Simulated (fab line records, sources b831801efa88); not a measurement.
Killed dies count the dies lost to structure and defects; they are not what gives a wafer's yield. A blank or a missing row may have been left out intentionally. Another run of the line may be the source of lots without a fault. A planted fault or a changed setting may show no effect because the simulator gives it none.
What tool caused it? | flow sky130 | 39 wafers from 13 lots sampled at 3 of the route's 708 steps

## WHAT EACH GAUGE READ, for each wafer
No reading from a measuring or inspecting step in the record can be judged against a usual standard deviation.

## WHAT TOOL EACH LOT RAN ON (gives the tool, then ch and the chambers of the sampled wafers, and finally the start)
lot  | SKY_LI_CONTACT_ETCH_14            | SKY_LI_CONTACT_STRIP_16             | SKY_PAD_OPEN_PROBE_99
L325 | rieDiel-04 ch 2,3, day 29 16:10   | plasmaAsher-03 ch 0,1, day 29 16:17 | -
L326 | rieDiel-03 ch 1,3, day 29 23:44   | plasmaAsher-03 ch 0,1, day 29 23:52 | -
L328 | rieDiel-04 ch 0,1,2, day 30 23:08 | plasmaAsher-01 ch 0,1, day 30 23:16 | -
L329 | rieDiel-02 ch 0,1,3, day 31 08:32 | plasmaAsher-04 ch 0,1, day 31 08:40 | -
L335 | rieDiel-03 ch 0,2,3, day 33 03:56 | plasmaAsher-01 ch 0,1, day 33 04:04 | -
L337 | rieDiel-04 ch 0,2,3, day 33 11:11 | plasmaAsher-03 ch 0,1, day 33 11:19 | prober-01, day 48 22:27
L339 | rieDiel-04 ch 1,2,3, day 34 21:05 | plasmaAsher-01 ch 0, day 34 21:13   | -
L340 | rieDiel-02 ch 0,1,2, day 34 23:14 | plasmaAsher-01 ch 0,1, day 34 23:22 | -
L341 | rieDiel-04 ch 0,2,3, day 35 00:46 | plasmaAsher-03 ch 0,1, day 35 00:53 | -
L342 | rieDiel-04 ch 0,1,3, day 35 09:32 | plasmaAsher-03 ch 0,1, day 35 09:40 | -
L343 | rieDiel-03 ch 1,2, day 35 21:14   | plasmaAsher-04 ch 0,1, day 35 21:22 | -
L345 | rieDiel-02 ch 0,1, day 36 05:35   | plasmaAsher-04 ch 0, day 36 05:43   | -
L346 | rieDiel-04 ch 0,1,2, day 36 08:50 | plasmaAsher-03 ch 0,1, day 36 09:00 | -
- SKY_LI_CONTACT_ETCH_14: etches BARC in N2/H2, stops on SiO2, time 45.9 s, target depth 60 nm.
- SKY_LI_CONTACT_STRIP_16: strips in O2/N2.
- SKY_PAD_OPEN_PROBE_99

## AS READ BY THE TOOLS THEMSELVES (means over the sampled wafers that have a number; for cases with no such wafer, the mark the record gives instead)
SKY_LI_CONTACT_ETCH_14. Usual: drypumpMotorCurrentA 5.7 A, standard deviation 0.44; oesProductAu 0.854 a.u., standard deviation 0.0044; runLengthS 74.3 s, standard deviation 0.4; throttleValvePct 13.224 %, standard deviation 0.0089.
lot  | tool       | drypumpMotorCurrentA (A) | oesProductAu (a.u.) | runLengthS (s) | throttleValvePct (%) | flag
L325 | rieDiel-04 | 6.1                      | 0.850               | 74.4           | 13.221               | 
L326 | rieDiel-03 | 5.1                      | 0.854               | 74.3           | 13.215               | 
L328 | rieDiel-04 | 6.0                      | 0.903               | 66.7           | 13.235               | OFF
L329 | rieDiel-02 | 5.4                      | 0.855               | 73.9           | 13.230               | 
L335 | rieDiel-03 | 5.4                      | 0.855               | 75.0           | 13.218               | 
L337 | rieDiel-04 | 6.0                      | 0.855               | 74.3           | 13.223               | 
L339 | rieDiel-04 | 6.1                      | 0.859               | 74.4           | 13.230               | 
L340 | rieDiel-02 | 5.5                      | 0.853               | 74.4           | 13.224               | 
L341 | rieDiel-04 | 6.0                      | 0.851               | 74.3           | 13.218               | 
L342 | rieDiel-04 | 5.9                      | 0.854               | 74.4           | 13.227               | 
L343 | rieDiel-03 | 5.7                      | 0.856               | 74.8           | 13.224               | 
L345 | rieDiel-02 | 5.6                      | 0.850               | 73.7           | 13.226               | 
L346 | rieDiel-04 | 6.1                      | 0.855               | 74.1           | 13.232               | 

SKY_LI_CONTACT_STRIP_16. Usual: drypumpMotorCurrentA 6.0 A, standard deviation 0.52; o2FlowSccm 3001 sccm, standard deviation 8; oesProductAu 0.375 a.u., standard deviation 0.0049; stripTimeToEndpointS 3.49 s, standard deviation 0.037.
lot  | tool           | drypumpMotorCurrentA (A) | o2FlowSccm (sccm) | oesProductAu (a.u.) | stripTimeToEndpointS (s) | flag
L325 | plasmaAsher-03 | 6.4                      | 3003              | 0.375               | 3.50                     | 
L326 | plasmaAsher-03 | 6.0                      | 2996              | 0.378               | 3.54                     | 
L328 | plasmaAsher-01 | 5.3                      | 3001              | 0.379               | 3.57                     | 
L329 | plasmaAsher-04 | 6.2                      | 2999              | 0.375               | 3.45                     | 
L335 | plasmaAsher-01 | 5.3                      | 3000              | 0.374               | 3.47                     | 
L337 | plasmaAsher-03 | 6.4                      | 2998              | 0.378               | 3.50                     | 
L339 | plasmaAsher-01 | 5.3                      | 3004              | 0.379               | 3.47                     | 
L340 | plasmaAsher-01 | 5.3                      | 2992              | 0.377               | 3.51                     | 
L341 | plasmaAsher-03 | 6.4                      | 3003              | 0.377               | 3.49                     | 
L342 | plasmaAsher-03 | 6.4                      | 2993              | 0.379               | 3.54                     | 
L343 | plasmaAsher-04 | 6.3                      | 3000              | 0.375               | 3.47                     | 
L345 | plasmaAsher-04 | 6.2                      | 2996              | 0.371               | 3.49                     | 
L346 | plasmaAsher-03 | 6.4                      | 2995              | 0.375               | 3.53                     | 

SKY_PAD_OPEN_PROBE_99. Usual: killed_at_M0_to_M3 42, standard deviation 7; killed_at_M4_up 3.2, standard deviation 1.6; killedAtContacts 24, standard deviation 5.8; killedAtFrontEnd 16, standard deviation 4.3; killedAtOther 0.3, standard deviation 0.62; killedDies 86, standard deviation 9.5; killedOpen 46, standard deviation 6.4; killedShort 39, standard deviation 6.3.
lot  | tool      | killed_at_M0_to_M3 | killed_at_M4_up | killedAtContacts | killedAtFrontEnd | killedAtOther | killedDies | killedOpen | killedShort | flag
L337 | prober-01 | 52                 | 4.0             | 26               | 18               | 0.0           | 100        | 51         | 49          | 

## THE ANSWER, worked out from the rows above alone
Rule: take the mean of a lot's wafers that have a number; if it is more than 3 standard deviations from the usual mean, the lot is off. Also off: a lot with no number at a reading for which 4 or more lots have one. Any other lot the step has rows for is counted as sound. The gauges are gone through in route order, then the tools' own readings, and for those a lot's mean is taken as printed above. The first step at which some lot is off is used, and at that step the reading that is off furthest; a lot without a number counts as furthest.
Off: L328 (SKY_LI_CONTACT_ETCH_14, runLengthS).
If a tool, at that step or one of the process steps before it, ran each lot that is off and ran no sound lot following the first of them, it fits. Of those tried, none fits.

## WHAT THE SIMULATOR HAD PUT IN
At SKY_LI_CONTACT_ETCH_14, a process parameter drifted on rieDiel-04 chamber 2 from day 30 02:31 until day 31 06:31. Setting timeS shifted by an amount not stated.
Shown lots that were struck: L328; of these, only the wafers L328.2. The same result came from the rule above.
